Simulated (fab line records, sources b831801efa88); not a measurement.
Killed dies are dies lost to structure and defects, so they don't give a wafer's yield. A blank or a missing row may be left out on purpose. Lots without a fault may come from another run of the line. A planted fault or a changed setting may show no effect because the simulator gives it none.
Chamber matching | flow gf180mcu | GF_V2_CMP_04 on cmp-01: 4 sister chambers
The step polishes SiO2. 8 wafers are shown with their chamber, then 11 later ones without.

WAFERS WITH THEIR CHAMBER
wafer  | chamber | motor_current_A (A) | time_to_endpoint_s (s)
L213.3 | 0       | 11.8                | 81
L219.5 | 3       | 13.8                | 76
L220.4 | 1       | 12.0                | 80
L220.5 | 2       | 11.8                | 87
L221.2 | 2       | 11.5                | 79
L221.4 | 0       | 12.8                | 79
L221.5 | 3       | 14.6                | 85
L222.1 | 1       | 11.9                | 68

WAFERS WITHOUT THEIR CHAMBER
wafer  | motor_current_A (A) | time_to_endpoint_s (s)
L222.3 | 11.3                | 71
L222.5 | 14.2                | 82
L225.1 | 13.9                | 83
L225.2 | 12.0                | 75
L225.4 | 11.3                | 90
L228.1 | 11.5                | 80
L228.3 | 14.2                | 82
L228.6 | 11.3                | 86
L230.1 | 11.8                | 87
L230.3 | 12.0                | 77
L230.5 | 11.8                | 92

WHICH CHAMBER EACH WENT THROUGH
wafer  | from the rows above          | in truth
L222.3 | can't be placed: 1 or 2 or 0 | 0
L222.5 | 3                            | 3
L225.1 | 3                            | 3
L225.2 | can't be placed: 1 or 0 or 2 | 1
L225.4 | can't be placed: 2 or 0 or 1 | 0
L228.1 | can't be placed: 2 or 1 or 0 | 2
L228.3 | 3                            | 3
L228.6 | can't be placed: 2 or 0 or 1 | 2
L230.1 | can't be placed: 2 or 0 or 1 | 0
L230.3 | can't be placed: 1 or 0 or 2 | 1
L230.5 | can't be placed: 2 or 0 or 1 | 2
Placed correctly: 3 of 11. Can't be placed from these rows: 8 (the true chamber is among the candidates in 8). Placed wrongly: 0.
How it was worked out, from the rows above alone: a wafer's distance from a chamber is the root of the sum, over the readings, of the square of ((its reading less the chamber's mean) divided by the reading's scatter). The wafer belongs to the nearest chamber; if the next one is less than 2 further off, it can't be placed. A chamber's mean is the mean of its shown wafers. The scatter: the root of (the sum of the squares of (reading less its chamber's mean) over the shown wafers, divided by (wafers less chambers)).
